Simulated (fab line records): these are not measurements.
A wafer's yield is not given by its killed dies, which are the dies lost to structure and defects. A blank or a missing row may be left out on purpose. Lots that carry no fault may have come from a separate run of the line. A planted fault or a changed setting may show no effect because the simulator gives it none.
2 desks, one fault || flow sky130 || numbers are kept per desk, each desk with only its own; the story behind them comes last

THE METROLOGY DESK
What the gauges read, lot by lot, whatever tool the lot ran on: means of the sampled wafers that have a number. If a lot's mean is further than 4 standard deviations from the usual mean, the lot is out of limits and carries the mark OUT (the distance appears in the brackets).
Columns: A = LDD_HVN_OVL at SKY_LDD_HVN_OVL_MEAS_07, usual 0.7 nm; B = LDD_HVN_TW at SKY_LDD_HVN_TW_MEAS_10, usual 1421; C = LDD_HVP_OVL at SKY_LDD_HVP_OVL_MEAS_07, usual -0.9 nm
{"lot": "L806", "first seen here": "day 19 15:26", "A": -0.7, "B": 1420, "C": -2.9}
{"lot": "L809", "first seen here": "day 21 02:05", "A": -0.6, "B": 1424, "C": -0.3}
{"lot": "L826", "first seen here": "day 27 13:38", "A": 2.3, "B": 1429, "C": -1.6}
{"lot": "L827", "first seen here": "day 28 01:29", "A": 0.5, "B": 1406, "C": -1.5}
{"lot": "L828", "first seen here": "day 28 01:46", "A": 1.3, "B": 1401, "C": -1.5}
{"lot": "L829", "first seen here": "day 28 05:08", "A": 0.8, "B": 1405, "C": -0.8}
Finding of this desk: none of the 6 lots has anything out of limits.

AT THE TOOL OWNER'S DESK: implanter-01
SKY_LDD_HVP_IMPLANT_08, tool's own readings: per-lot mean of the sampled wafers with a number, covering each lot this tool ran. If a lot's mean is further than 4 standard deviations from the usual mean, the lot is out of limits and carries the mark OUT (the distance appears in the brackets).
Columns: A = beam-energy-keV at SKY_LDD_HVP_IMPLANT_08, usual 20.001
{"lot": "L806", "first seen here": "day 20 22:23", "A": 19.994}
{"lot": "L826", "first seen here": "day 28 18:04", "A": "23.452 (+99 or more) OUT"}
{"lot": "L829", "first seen here": "day 29 10:04", "A": "23.456 (+99 or more) OUT"}
This desk's finding: out of limits on L826, L829; first on L826, day 28 18:04 (beam-energy-keV at SKY_LDD_HVP_IMPLANT_08). L806: within limits.

BROUGHT TOGETHER
On L826, L829, at day 28 18:04, an alarm was possible from the tool owner's desk.
From the metrology desk's view, nothing was out of limits.
The metrology desk has L826, L829 on record, within its limits.
On implanter-01, each named lot ran SKY_LDD_HVP_IMPLANT_08.

WHAT THE SIMULATOR HAD PUT IN
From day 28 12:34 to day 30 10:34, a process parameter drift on implanter-01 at SKY_LDD_HVP_IMPLANT_08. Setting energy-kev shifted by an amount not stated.
Lots struck among those shown: L826, L829.
Delay in hours, fault start to first out-of-limits reading, by desk: the tool owner's desk at 6.
